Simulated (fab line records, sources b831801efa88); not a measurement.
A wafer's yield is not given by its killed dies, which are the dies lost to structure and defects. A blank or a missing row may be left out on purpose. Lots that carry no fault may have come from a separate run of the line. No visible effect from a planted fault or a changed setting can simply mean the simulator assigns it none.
Problem report, 8D (eight disciplines) form, completed by code | flow sky130 | the parts of the form that need people (team, actions taken, sign-off) are left out

1. PROBLEM STATEMENT
tempC at SKY_FIELD_ISO_WET_ETCH_30 reads a mean of 39.77 C on 3 wafers of 1 lot; wafers without a fault read 24.98 C with a standard deviation of 0.11. So: +99 or more standard deviations from the usual mean.
The step: etches SiO2 in dHF, target depth 25 nm, time 50 s.
Earliest sighting: wafer L528.1 on wetBench-01 at day 5 04:30. The record holds 15 wafers of 5 lots with a number at this step. By rule, "out" or "out of limits" means more than 4 standard deviations away from the usual mean. The other wafers with a number count as sound.

2. WHAT IT IS AND WHAT IT IS NOT
question                    | is                     | is not
which readings at this step | tempC, bathHeatDutyPct | -
which lots                  | L528                   | L523, L524, L536, L539
which wafers of those lots  | all that have a number | -
read on which tools         | wetBench-01            | wetBench-03
when                        | from day 5 04:30       | up to then (6 sound wafers); but 6 sound wafers of L536, L539 came after

3. WHAT RULES OUT EACH SUSPECT
Counting: a tool at any process step up to the reading remains a suspect when it ran all the lots that are out and ran no sound lot after the first of those.
- cmp-01 at SKY_FIELD_ISO_CMP_27 (polishes, stops on Si3N4, t overpolish 16 s, target thk 457.8 nm): ruled out as a lasting fault. After its first lot that is out, L528 (day 5 03:37), sound lots L536, L539 ran on it.
- wetBench-01 at SKY_FIELD_ISO_WET_ETCH_30 (etches SiO2 in dHF, target depth 25 nm, time 50 s): kept. It ran the lot that is out, L528 (day 5 04:30), and no sound lot after that; its last sound lot up to then is L523 (day 4 01:01). On those wafers its own readings are out: bathHeatDutyPct, tempC.
Remaining after the count: wetBench-01 at SKY_FIELD_ISO_WET_ETCH_30.

4. THE CAUSE (what the simulator had put in)
wetBench-01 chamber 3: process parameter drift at SKY_FIELD_ISO_WET_ETCH_30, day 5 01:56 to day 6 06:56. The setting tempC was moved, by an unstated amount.
This tool alone remained once counting was done.

5. THE CHAIN OF EFFECTS, in route order
Each row: a reading where the mean over the struck wafers with a number is more than 3 standard deviations away from the usual. Readings are gone through only where the record gives a usual standard deviation; hours: the median, over the lots, of the time from a lot's start at the first step in this table giving one to that lot's start at this step; sigmas: the change measured in usual standard deviations.
hours | step                      | reading         | usual   | on struck wafers | change | sigmas
0     | SKY_FIELD_ISO_WET_ETCH_30 | bathHeatDutyPct | 6.4 %   | 26.7             | +20.3  | +30
0     | SKY_FIELD_ISO_WET_ETCH_30 | tempC           | 24.98 C | 39.77            | +14.79 | +99 or more
Process steps it contains:
- SKY_FIELD_ISO_WET_ETCH_30: etches SiO2 in dHF, target depth 25 nm, time 50 s.
Later measuring or inspecting steps at which every struck wafer that the step has a row for has a number for every such reading, and none has moved that far: SKY_NWELL_THK_MEAS_02, SKY_DNWELL_TW_MEAS_09, SKY_PWDE_OVL_MEAS_07, SKY_PWDE_TW_MEAS_10.

6. HOW IT WOULD HAVE BEEN CAUGHT EARLIER
The fault began at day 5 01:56; the first out-of-limits reading in this record came at day 5 04:30, 3 hours later.
